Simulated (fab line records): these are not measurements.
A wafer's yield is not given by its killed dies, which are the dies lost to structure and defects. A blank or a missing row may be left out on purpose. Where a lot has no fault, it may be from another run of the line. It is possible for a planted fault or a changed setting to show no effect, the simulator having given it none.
Which tool was responsible? -- flow gf180mcu -- 11 lots, 33 wafers sampled, at 3 steps of a route of 602

## WHAT THE GAUGES READ, wafer by wafer
GF_M1_RS_MEAS_05: uses a four-point probe to measure.
lot,measured,on,M1_ALCU_RS (ohm/sq)
L681,day 16 01:46,film metro-01,0.0681 0.0678 0.0684
L683,day 16 15:04,film metro-03,0.0690 0.0698 0.0698
L684,day 17 04:29,film metro-03,0.0689 0.0696 0.0694
L685,day 17 12:47,film metro-03,0.0692 0.0691 0.0691
L688,day 18 15:56,film metro-03,0.0692 0.0690 0.0692
L689,day 18 22:06,film metro-02,0.0704 0.0700 0.0705
L690,day 19 10:50,film metro-01,0.0700 0.0697 0.0696
L695,day 21 07:47,film metro-01,0.0692 0.0695 0.0656
L700,day 22 23:42,film metro-01,0.0700 0.0703 0.0706
L701,day 23 12:41,film metro-01,0.0706 0.0698 0.0699
L702,day 23 17:40,film metro-01,0.0695 0.0703 0.0698

GF_M1_THK_MEAS_06: measures by xrf.
lot,measured,on,M1_ALCU_THK (nm)
L681,day 16 01:53,film metro-01,456 456 454
L683,day 16 15:11,film metro-03,454 449 450
L684,day 17 04:36,film metro-03,454 448 452
L685,day 17 12:54,film metro-03,454 456 454
L688,day 18 16:03,film metro-03,454 455 454
L689,day 18 22:13,film metro-02,441 443 439
L690,day 19 10:58,film metro-01,442 440 443
L695,day 21 07:54,film metro-01,450 446 470
L700,day 22 23:49,film metro-01,444 439 442
L701,day 23 12:48,film metro-01,436 444 442
L702,day 23 17:47,film metro-01,446 441 441

## EACH LOT AND THE TOOL THAT RAN IT (in order: tool; ch and the chambers of the sampled wafers; start)
lot,GF_M1_SPUTTER_02
L681,"pvd sputter-03, day 16 01:41"
L683,"pvd sputter-02, day 16 14:59"
L684,"pvd sputter-03, day 17 04:23"
L685,"pvd sputter-03, day 17 12:41"
L688,"pvd sputter-03, day 18 15:50"
L689,"pvd sputter-02, day 18 22:01"
L690,"pvd sputter-03, day 19 10:45"
L695,"pvd sputter-03, day 21 07:41"
L700,"pvd sputter-01, day 22 23:35"
L701,"pvd sputter-01, day 23 12:35"
L702,"pvd sputter-02, day 23 17:35"
- GF_M1_SPUTTER_02: material AlCu, target thk 450 nm, time 23.9 s.

## AS READ BY THE TOOLS THEMSELVES (means over the sampled wafers that have a number; for cases with no such wafer, the mark the record gives instead)
GF_M1_SPUTTER_02.
lot,tool,cathode dc power W (W),throttle valve pct (%)
L681,pvd sputter-03,10600,30.8
L683,pvd sputter-02,10600,29.7
L684,pvd sputter-03,10601,29.6
L685,pvd sputter-03,10602,31.2
L688,pvd sputter-03,10599,30.7
L689,pvd sputter-02,10600,29.2
L690,pvd sputter-03,10601,29.2
L695,pvd sputter-03,10778,30.3
L700,pvd sputter-01,10597,31.3
L701,pvd sputter-01,10600,30.1
L702,pvd sputter-02,10600,29.4

## THE ANSWER, worked out from the rows above alone
Rule: what is usual is taken from the lots themselves. The widest of any qualifying gaps counts: lots, ordered by their means at a reading, are off when they make up no more than a third of the lots, leave a main group of 4 or more, and stand apart from it by 3 or more times the standard deviation of that group's means. Not used: any main group whose means are identical at the precision the tables above print for the reading. Also off: a lot with no number at a reading for which 4 or more lots have one. The other lots that the step has rows for count as sound. First the gauges in route order, then the tools' own readings, where a lot's mean is used as printed above. The first step at which some lot is off is used, and at that step the reading that is off furthest; a lot without a number counts as furthest.
Off: L695, at GF_M1_SPUTTER_02 (cathode dc power W). The main group: mean 10600 W, standard deviation 1.3.
A tool fits if, at that step or a process step before it, it ran every lot that is off, and no sound lot after the first of them. One candidate fits, namely pvd sputter-03 at GF_M1_SPUTTER_02. Its last sound lot is L690 (day 19 10:45), its first lot that is off L695 (day 21 07:41): a fault that began between those two fits.
The tool's own readings at GF_M1_SPUTTER_02 bear it out: on the lots that are off they differ by more than 5 times the standard deviation of the sound lots' means. cathode dc power W reads 10778 W there against 10600 W on the sound lots.

## WHAT THE SIMULATOR HAD PUT IN
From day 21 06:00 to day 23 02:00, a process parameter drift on pvd sputter-03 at GF_M1_SPUTTER_02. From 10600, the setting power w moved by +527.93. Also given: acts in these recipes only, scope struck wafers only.
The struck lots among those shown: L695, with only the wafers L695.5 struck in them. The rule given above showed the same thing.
